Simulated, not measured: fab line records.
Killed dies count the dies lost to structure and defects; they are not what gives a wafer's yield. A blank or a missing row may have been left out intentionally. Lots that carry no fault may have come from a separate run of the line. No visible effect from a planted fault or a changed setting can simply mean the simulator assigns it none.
Matching of chambers + flow sky130 + SKY_FIELD_ISO_ETCH_15 on rieDiel-03 has 4 sister chambers
The step etches the open film in CHF3/O2, stops on Si, target depth 180 nm, time 72 s. 4 wafers are shown with their chamber, then 7 later ones without.

WAFERS, EACH WITH ITS CHAMBER
| wafer  | chamber | drypumpMotorCurrentA (A) |
|--------|---------|--------------------------|
| L265.4 | 1       | 5.6                      |
| L269.4 | 3       | 6.1                      |
| L272.3 | 2       | 5.7                      |
| L272.5 | 0       | 5.0                      |

WAFERS WITH NO CHAMBER GIVEN
| wafer  | drypumpMotorCurrentA (A) |
|--------|--------------------------|
| L272.6 | 5.6                      |
| L279.2 | 5.6                      |
| L279.5 | 5.6                      |
| L279.6 | 5.7                      |
| L280.3 | 6.0                      |
| L280.4 | 5.7                      |
| L280.5 | 5.0                      |

WHICH CHAMBER EACH ONE RAN IN
| wafer  | from the rows above | in truth |
|--------|---------------------|----------|
| L272.6 | 1                   | 1        |
| L279.2 | 1                   | 1        |
| L279.5 | 1                   | 1        |
| L279.6 | 2                   | 2        |
| L280.3 | 3                   | 3        |
| L280.4 | 2                   | 2        |
| L280.5 | 0                   | 0        |
Placed correctly: 7 of 7. Left unplaced by these rows: 0. Wrongly placed: 0.
How it was worked out, from the rows above alone: a wafer's distance from a chamber is the root of the sum, over the readings, of the square of ((its reading less the chamber's mean) divided by the reading's scatter). The wafer belongs to the nearest chamber; if the next one is less than 2 further off, it can't be placed. The mean given for a chamber averages the wafers shown for that chamber. The scatter: with one shown wafer a chamber, the root of the mean of the squares of how far each hidden wafer lies from its nearest shown one.
